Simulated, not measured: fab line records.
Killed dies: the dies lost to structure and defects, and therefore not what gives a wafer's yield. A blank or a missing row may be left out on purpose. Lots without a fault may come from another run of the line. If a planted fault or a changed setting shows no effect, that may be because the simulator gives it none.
Which of the tools did it? | flow sky130 | 11 lots, 33 wafers sampled, at 3 steps of a route of 708

WHAT EACH GAUGE READ, for each wafer
SKY_RES_XHIGH_TW_MEAS_09.
lot  | measured     | on           | RES_XHIGH_TW
L817 | day 27 03:41 | filmMetro-03 | 1641 1639 1639
L818 | day 27 05:00 | filmMetro-04 | 1642 1636 1648
L819 | day 27 15:41 | filmMetro-03 | 1632 1637 1634
L821 | day 28 21:40 | filmMetro-02 | 1631 1630 1622
L823 | day 28 22:07 | filmMetro-02 | 1624 1632 1626
L829 | day 31 13:52 | filmMetro-04 | 1670 1670 1668
L830 | day 32 09:59 | filmMetro-03 | 1686 1678 1701
L836 | day 33 11:10 | filmMetro-03 | 1655 1661 1664
L837 | day 33 14:38 | filmMetro-04 | 1640 1651 1646
L838 | day 33 20:46 | filmMetro-02 | 1610 1621 1619
L840 | day 34 10:28 | filmMetro-04 | 1636 1639 1637

SKY_SD_N_RS_MEAS_18: uses a four-point probe to measure.
lot  | measured     | on           | RES_XHIGH_RS (ohm/sq)
L817 | day 28 09:32 | filmMetro-02 | 333.4 333.8 331.4
L818 | day 28 10:44 | filmMetro-02 | 333.6 334.2 333.0
L819 | day 28 21:23 | filmMetro-04 | 331.7 332.9 332.5
L821 | day 30 03:06 | filmMetro-04 | 334.6 334.2 334.2
L823 | day 30 03:37 | filmMetro-02 | 335.2 334.2 334.6
L829 | day 32 17:55 | filmMetro-03 | 312.6 313.5 313.0
L830 | day 33 14:29 | filmMetro-02 | 312.6 313.6 313.0
L836 | day 34 13:54 | filmMetro-02 | 332.3 332.6 332.0
L837 | day 34 18:35 | filmMetro-03 | 333.7 332.6 334.1
L838 | day 35 00:12 | filmMetro-03 | 334.9 334.8 334.1
L840 | day 35 13:58 | filmMetro-03 | 333.5 334.6 333.8

WHICH TOOL RAN EACH LOT (tool, then ch and the chambers of the sampled wafers, then the start)
lot  | SKY_RES_XHIGH_IMPLANT_07
L817 | implanter-02 ch 0, day 27 03:26
L818 | implanter-03 ch 0, day 27 04:46
L819 | implanter-04 ch 0, day 27 15:26
L821 | implanter-03 ch 0, day 28 21:25
L823 | implanter-03 ch 0, day 28 21:49
L829 | implanter-03 ch 0, day 31 13:37
L830 | implanter-03 ch 0, day 32 09:44
L836 | implanter-02 ch 0, day 33 10:56
L837 | implanter-04 ch 0, day 33 14:25
L838 | implanter-02 ch 0, day 33 20:31
L840 | implanter-02 ch 0, day 34 10:13
- SKY_RES_XHIGH_IMPLANT_07

WHAT THE TOOLS THEMSELVES READ (means of the sampled wafers that have a number; where no wafer has one, the mark that the record gives instead)
SKY_RES_XHIGH_IMPLANT_07.
lot  | tool         | doseIonsCm2
L817 | implanter-02 | 3.6e+14
L818 | implanter-03 | 3.6e+14
L819 | implanter-04 | 3.6e+14
L821 | implanter-03 | 3.6e+14
L823 | implanter-03 | 3.6e+14
L829 | implanter-03 | 3.9e+14
L830 | implanter-03 | 3.9e+14
L836 | implanter-02 | 3.6e+14
L837 | implanter-04 | 3.6e+14
L838 | implanter-02 | 3.6e+14
L840 | implanter-02 | 3.6e+14

THE ANSWER, worked out from the rows above alone
Rule: the usual values come from the lots themselves. Put in order of their means at a reading, lots are off if they are a third of the lots or fewer, leave a main group of 4 or more, and stand apart from it by a gap of 3 or more times the standard deviation of the main group's means; of several such gaps the widest counts. A main group whose means are all the same, to the digits that the tables above print for the reading, isn't used. Also off: a lot with no number at a reading for which 4 or more lots have one. All remaining lots with rows at the step are treated as sound. First the gauges in route order, then the tools' own readings, where a lot's mean is used as printed above. The first step at which some lot is off is used, and at that step the reading that is off furthest; a lot without a number counts as furthest.
Off: L829, L830, seen at SKY_SD_N_RS_MEAS_18 (RES_XHIGH_RS). The main group has a mean of 333.6 ohm/sq with a standard deviation of 0.85.
A tool fits if, at a process step before that reading, it ran every lot that is off, and no sound lot after the first of them. The gauges at SKY_SD_N_RS_MEAS_18 are tried like those tools. One candidate fits, namely implanter-03 at SKY_RES_XHIGH_IMPLANT_07. A fault onset in the window from L823 (day 28 21:49, its last sound lot) to L829 (day 31 13:37, its first lot off) fits.
On the lots that are off, the tool's own readings at SKY_RES_XHIGH_IMPLANT_07 differ by more than 5 times the standard deviation of the sound lots' means, which bears it out; doseIonsCm2 reads 3.9e+14 there versus 3.6e+14 on the sound lots.

WHAT THE SIMULATOR HAD INSERTED
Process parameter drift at SKY_RES_XHIGH_IMPLANT_07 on implanter-03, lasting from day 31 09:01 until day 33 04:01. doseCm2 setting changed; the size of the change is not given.
Struck lots among those shown: L829, L830. The rule above reached the same finding.
